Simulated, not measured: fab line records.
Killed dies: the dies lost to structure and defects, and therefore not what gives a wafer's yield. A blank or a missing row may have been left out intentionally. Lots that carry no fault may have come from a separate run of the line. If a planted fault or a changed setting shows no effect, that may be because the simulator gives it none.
Code-filled problem report in 8D (eight disciplines) form ; flow gf180mcu ; the parts of the form that need people (team, actions taken, sign-off) are left out

1. THE ISSUE
Wafers free of any fault read 41.8 nm (standard deviation 0.6) for MIM_CVD_05_THK at GF_MIM_THK_MEAS_06, against a mean of 50.5 nm on 4 wafers of 2 lots. That is +14 standard deviations from the usual mean.
The first sign was on wafer L594.1 at day 30 03:07, on film metro-02. At this step, 36 wafers from 12 lots have a number in the record. The rule behind "out" and "out of limits": a value lying over 4 standard deviations away from the usual mean. The rest of the wafers with a number are treated as sound.

2. WHAT IT IS, WHAT IT ISN'T
question;is;is not
which readings at this step;MIM_CVD_05_THK;-
which lots;L594, L596;L577, L579, L581, L585, L587, L588, L589, L597, L599, L600
which wafers of those lots;L594.1, L594.4, L596.1, L596.6;L594.2, L596.3
read on which gauges;film metro-02;film metro-01, film metro-04
when;from day 30 03:07;"up to then (22 sound wafers); but 10 sound wafers of L596, L597, L599, L600 came after"

3. WHAT RULES OUT EACH SUSPECT
Counting: if a tool at a process step up to the reading ran every lot that is out, it stays a suspect. Sound lots after the first of them don't rule it out here, since some wafers of a struck lot are sound.
- the gauge at GF_MIM_THK_MEAS_06: kept. All the wafers that are out were read on film metro-02, and no step on other tools shows them out.
- pvd sputter-02 at GF_MIM_SPUTTER_02 (material AlCu, target thk 450 nm, time 23.9 s): kept. It processed each lot that is out (first: L594, day 30 03:00); up to then, its last sound lot is L589 (day 28 20:51).
- pecvd-02 at GF_MIM_CVD_05 (deposits Si3N4, target thk 42 nm, time 29.086 s): kept. It processed each lot that is out (first: L594, day 30 03:05); up to then, its last sound lot is L587 (day 28 01:55).
- At GF_MIM_CVD_05 on pecvd-02, chamber 2 took the sound wafers of the same lots and chamber 0 took the wafers that are out.
pvd sputter-02 at GF_MIM_SPUTTER_02, pecvd-02 at GF_MIM_CVD_05 and film metro-02 at GF_MIM_THK_MEAS_06 are what is left after counting.

4. THE CAUSE (what the simulator had put in)
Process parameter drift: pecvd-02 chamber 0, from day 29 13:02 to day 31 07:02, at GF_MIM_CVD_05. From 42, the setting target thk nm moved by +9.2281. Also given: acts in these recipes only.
Of the 3 suspects that counting leaves, this tool is one.

5. THE EFFECT CHAIN, in route order
Each row: a reading where the mean over the struck wafers with a number is more than 3 standard deviations away from the usual. Only readings whose record carries a usual standard deviation are examined. hours: median over the lots of the time between each lot's start at the first step of this table that gives one and its start at this step. sigmas: the change, counted in usual standard deviations.
hours;step;reading;usual;on struck wafers;change;sigmas
0;GF_MIM_THK_MEAS_06;MIM_CVD_05_THK;41.8 nm;50.5;+8.7;+14

6. WHAT WOULD HAVE CAUGHT IT SOONER
14 hours passed between the start of the fault at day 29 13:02 and the first reading out of limits at a measuring or inspecting step in this record, taken at day 30 03:07.
Of the tool readings at GF_MIM_CVD_05 for which the record gives a usual standard deviation, none was out on any struck wafer, so an alarm limit of 4 standard deviations on them would not have fired.
Among the 2 lots that are out, L596 began GF_MIM_CVD_05 on pecvd-02 after day 30 03:07. A tool hold placed at that time would have kept it from harm.
